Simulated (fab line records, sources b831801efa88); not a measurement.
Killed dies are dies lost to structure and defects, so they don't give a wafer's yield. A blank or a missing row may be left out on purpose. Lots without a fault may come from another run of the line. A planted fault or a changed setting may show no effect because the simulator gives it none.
Which tool did it? | flow sky130 | 10 lots, 29 wafers sampled, at 4 steps of a route of 708

WHAT THE GAUGES READ, wafer by wafer
SKY_CAPM_OVL_MEAS_12.
lot  | measured     | on         | CAPM_OVL (nm)
L484 | day 37 10:41 | overlay-01 | -1.4 -0.2 -1.3
L486 | day 38 05:12 | overlay-01 | 2.3 1.5 3.8
L487 | day 38 13:28 | overlay-01 | 2.8 1.2 1.3
L488 | day 38 17:38 | overlay-02 | -0.4 -0.7
L493 | day 40 02:49 | overlay-02 | -2.7 -0.1 -0.1
L501 | day 42 15:28 | overlay-02 | 0.7 0.9 1.4
L504 | day 43 07:47 | overlay-01 | 1.3 -0.1 1.3
L505 | day 43 17:41 | overlay-01 | 2.7 0.6 2.0
L506 | day 43 20:35 | overlay-02 | -0.7 1.2 1.9
L507 | day 43 22:29 | overlay-01 | 0.3 0.3 0.6

WHICH TOOL RAN EACH LOT (tool, then ch and the chambers of the sampled wafers, then the start)
lot  | SKY_METAL2_STRIP_20                  | SKY_VIA2_ETCH_15                   | SKY_VIA2_STRIP_16
L484 | plasma_asher-02 ch 0,1, day 35 03:35 | rie_diel-01 ch 1,2,3, day 36 06:56 | plasma_asher-01 ch 0,1, day 36 07:00
L486 | plasma_asher-03 ch 0,1, day 35 22:19 | rie_diel-04 ch 0,1,2, day 37 01:26 | plasma_asher-04 ch 0,1, day 37 01:29
L487 | plasma_asher-04 ch 1, day 36 07:14   | rie_diel-04 ch 0,1, day 37 10:35   | plasma_asher-04 ch 0,1, day 37 10:38
L488 | plasma_asher-04 ch 0,1, day 36 10:46 | rie_diel-04 ch 1,2, day 37 14:25   | plasma_asher-01 ch 0,1, day 37 14:31
L493 | plasma_asher-03 ch 0,1, day 37 21:19 | rie_diel-04 ch 0,1,3, day 38 23:53 | plasma_asher-01 ch 0,1, day 38 23:56
L501 | plasma_asher-02 ch 0,1, day 40 12:14 | rie_diel-01 ch 1,2, day 41 13:59   | plasma_asher-01 ch 0, day 41 14:02
L504 | plasma_asher-02 ch 0,1, day 41 05:53 | rie_diel-04 ch 0,1,2, day 42 07:11 | plasma_asher-04 ch 0,1, day 42 07:15
L505 | plasma_asher-04 ch 0,1, day 41 15:50 | rie_diel-02 ch 1,3, day 42 16:41   | plasma_asher-01 ch 0,1, day 42 16:44
L506 | plasma_asher-04 ch 0,1, day 41 17:44 | rie_diel-02 ch 0,2,3, day 42 19:11 | plasma_asher-04 ch 0,1, day 42 19:15
L507 | plasma_asher-03 ch 0,1, day 41 20:49 | rie_diel-04 ch 1,3, day 42 21:56   | plasma_asher-02 ch 0,1, day 42 21:59
- SKY_METAL2_STRIP_20: strips in O2/N2.
- SKY_VIA2_ETCH_15: etches SiO2 in C4F8/O2/Ar, stops on TiN, target depth 546 nm, time 84 s.
- SKY_VIA2_STRIP_16: strips in O2/N2.

WHAT THE TOOLS THEMSELVES READ (means of the sampled wafers that have a number; where no wafer has one, the mark that the record gives instead)
SKY_METAL2_STRIP_20.
lot  | tool            | drypump_motor_current_A (A) | n2_flow_sccm (sccm) | oes_product_au (a.u.) | strip_time_to_endpoint_s (s)
L484 | plasma_asher-02 | 5.4                         | 300.2               | 0.343                 | 2.76
L486 | plasma_asher-03 | 6.3                         | 300.5               | 0.339                 | 2.68
L487 | plasma_asher-04 | 6.2                         | 300.1               | 0.345                 | 2.73
L488 | plasma_asher-04 | 6.1                         | 299.3               | 0.348                 | 2.72
L493 | plasma_asher-03 | 5.9                         | 300.1               | 0.349                 | 2.71
L501 | plasma_asher-02 | 5.4                         | 299.8               | 0.344                 | 2.73
L504 | plasma_asher-02 | 5.5                         | 299.4               | 0.341                 | 2.63
L505 | plasma_asher-04 | 6.1                         | 300.2               | 0.340                 | 2.72
L506 | plasma_asher-04 | 6.0                         | 300.6               | 0.346                 | 2.73
L507 | plasma_asher-03 | 5.9                         | 300.4               | 0.350                 | 2.70

SKY_VIA2_ETCH_15.
lot  | tool        | oes_product_au (a.u.) | rf_fwd_power_W (W)
L484 | rie_diel-01 | 0.944                 | 1490
L486 | rie_diel-04 | 0.941                 | 1486
L487 | rie_diel-04 | 0.939                 | 1490
L488 | rie_diel-04 | 0.930                 | 1256
L493 | rie_diel-04 | 0.925                 | 1248
L501 | rie_diel-01 | 0.939                 | 1488
L504 | rie_diel-04 | 0.940                 | 1489
L505 | rie_diel-02 | 0.942                 | 1489
L506 | rie_diel-02 | 0.936                 | 1491
L507 | rie_diel-04 | 0.938                 | 1492

SKY_VIA2_STRIP_16.
lot  | tool            | drypump_motor_current_A (A) | n2_flow_sccm (sccm) | oes_product_au (a.u.) | strip_time_to_endpoint_s (s)
L484 | plasma_asher-01 | 5.4                         | 299.4               | 0.397                 | 4.077
L486 | plasma_asher-04 | 6.1                         | 300.1               | 0.401                 | 4.078
L487 | plasma_asher-04 | 6.0                         | 299.9               | 0.397                 | 4.073
L488 | plasma_asher-01 | 5.4                         | 300.3               | 0.402                 | 4.135
L493 | plasma_asher-01 | 5.4                         | 299.2               | 0.403                 | 4.156
L501 | plasma_asher-01 | 5.3                         | 300.7               | 0.399                 | 4.078
L504 | plasma_asher-04 | 6.1                         | 299.4               | 0.401                 | 4.073
L505 | plasma_asher-01 | 5.5                         | 299.8               | 0.400                 | 4.065
L506 | plasma_asher-04 | 6.1                         | 300.0               | 0.399                 | 4.090
L507 | plasma_asher-02 | 5.6                         | 300.3               | 0.398                 | 4.060

THE ANSWER, worked out from the rows above alone
Rule: what is usual is taken from the lots themselves. Put in order of their means at a reading, lots are off if they are a third of the lots or fewer, leave a main group of 4 or more, and stand apart from it by a gap of 3 or more times the standard deviation of the main group's means; of several such gaps the widest counts. A main group whose means are all the same, to the digits that the tables above print for the reading, isn't used. A lot without any number at a reading at which 4 lots or more have one is off too. The other lots that the step has rows for count as sound. The gauges are gone through in route order, then the tools' own readings, and for those a lot's mean is taken as printed above. The first step at which some lot is off is used, and at that step the reading that is off furthest; a lot without a number counts as furthest.
Off: L488, L493, at SKY_VIA2_ETCH_15 (rf_fwd_power_W). The main group: mean 1489 W, standard deviation 1.7.
A tool fits if, at that step or a process step before it, it ran every lot that is off, and no sound lot after the first of them. None of those tried fits.

WHAT THE SIMULATOR HAD PUT IN
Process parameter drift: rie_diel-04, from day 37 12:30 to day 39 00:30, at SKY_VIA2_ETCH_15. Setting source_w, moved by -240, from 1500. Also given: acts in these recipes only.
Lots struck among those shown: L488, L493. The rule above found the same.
